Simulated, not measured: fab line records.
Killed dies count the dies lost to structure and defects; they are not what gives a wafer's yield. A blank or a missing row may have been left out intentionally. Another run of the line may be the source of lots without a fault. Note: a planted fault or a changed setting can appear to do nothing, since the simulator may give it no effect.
Tool commonality check -- flow sky130 -- 12 lots and 42 wafers in the sample

== THE REASON FOR OPENING IT ==
SKY_NWELL_TW_MEAS_15, reading NWELL_TW: flagged on 2 of 12 lots. Wafers without a fault read 1825, standard deviation 7.9.
Rule: a lot gets a flag if all its wafers with a number sit over 4 standard deviations from that mean, or if no wafer of it has a number. As for the other lots, they are considered sound.

lot,measured,on,"NWELL_TW, wafer by wafer",flag
L738,day 4 07:46,film-metro-01,1837 1835 1837,
L739,day 4 17:31,film-metro-03,1813 1822 1809,
L742,day 5 14:52,film-metro-03,1833 1839 1828,
L743,day 5 17:09,film-metro-03,1827 1833 1822,
L744,day 5 22:18,film-metro-01,1823 1823 1825,
L748,day 7 00:14,film-metro-03,1820 1811 1809,
L751,day 7 16:16,film-metro-01,1817 1814 1821,
L753,day 8 09:25,film-metro-01,1828 1834 1822,
L754,day 8 09:45,film-metro-03,1678 1681 1686 1674 1678 1681,FLAGGED
L755,day 8 15:31,film-metro-01,1681 1687 1680 1675 1688 1678,FLAGGED
L759,day 9 15:28,film-metro-04,1813 1815 1821,
L760,day 10 01:37,film-metro-04,1831 1831 1831,
The mean of the flagged lots' numbers is 1681, -144 from the usual (-18 standard deviations).

== TOOL THAT RAN EACH LOT ==
The record keeps 1 process step preceding the reading, out of 708 steps on the route. Read each cell as the tool, then ch plus the chambers that the sampled wafers visited, then the start.
lot,flag,SKY_NWELL_IMPLANT_11
L738,,"implanter-03 ch 0, day 4 07:14"
L739,,"implanter-04 ch 0, day 4 16:59"
L742,,"implanter-01 ch 0, day 5 14:20"
L743,,"implanter-03 ch 0, day 5 16:36"
L744,,"implanter-01 ch 0, day 5 21:45"
L748,,"implanter-04 ch 0, day 6 23:40"
L751,,"implanter-04 ch 0, day 7 15:45"
L753,,"implanter-04 ch 0, day 8 08:53"
L754,FLAGGED,"implanter-01 ch 0, day 8 09:12"
L755,FLAGGED,"implanter-01 ch 0, day 8 14:58"
L759,,"implanter-03 ch 0, day 9 14:57"
L760,,"implanter-03 ch 0, day 10 01:06"
What is done by these steps:
- SKY_NWELL_IMPLANT_11
- SKY_NWELL_TW_MEAS_15

== FLAGGED OVER TOTAL, TOOL BY TOOL (the gauges that took the reading come last) ==
step,tool,lots run,flagged,share of the flagged lots,sound lots run after its first flagged lot
SKY_NWELL_IMPLANT_11,implanter-01,4,2,all,0
SKY_NWELL_IMPLANT_11,implanter-03,4,0,none,-
SKY_NWELL_IMPLANT_11,implanter-04,4,0,none,-
SKY_NWELL_TW_MEAS_15,film-metro-01,5,1,some,0
SKY_NWELL_TW_MEAS_15,film-metro-03,5,1,some,0
SKY_NWELL_TW_MEAS_15,film-metro-04,2,0,none,-

== WHAT THE TABLE PERMITS ==
1 row of the table ran every flagged lot: implanter-01 at SKY_NWELL_IMPLANT_11.
- implanter-01 at SKY_NWELL_IMPLANT_11: 2 of its 4 lots flagged. Its last sound lot is L744 (day 5 21:45), its first flagged lot L754 (day 8 09:12): a fault that began between those two fits. Its own readings lie more than 4 standard deviations out on every wafer of the flagged lots: beam-on-s, faraday-current-uA.
What remains is a single tool, implanter-01 at SKY_NWELL_IMPLANT_11.

== WHAT HAD BEEN PUT IN BY THE SIMULATOR ==
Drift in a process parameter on implanter-01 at SKY_NWELL_IMPLANT_11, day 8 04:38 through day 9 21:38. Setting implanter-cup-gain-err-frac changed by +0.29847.
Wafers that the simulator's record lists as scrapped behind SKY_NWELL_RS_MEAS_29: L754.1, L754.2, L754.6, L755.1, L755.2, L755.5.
Shown lots that were struck: L754, L755. The same result came from the rule above.
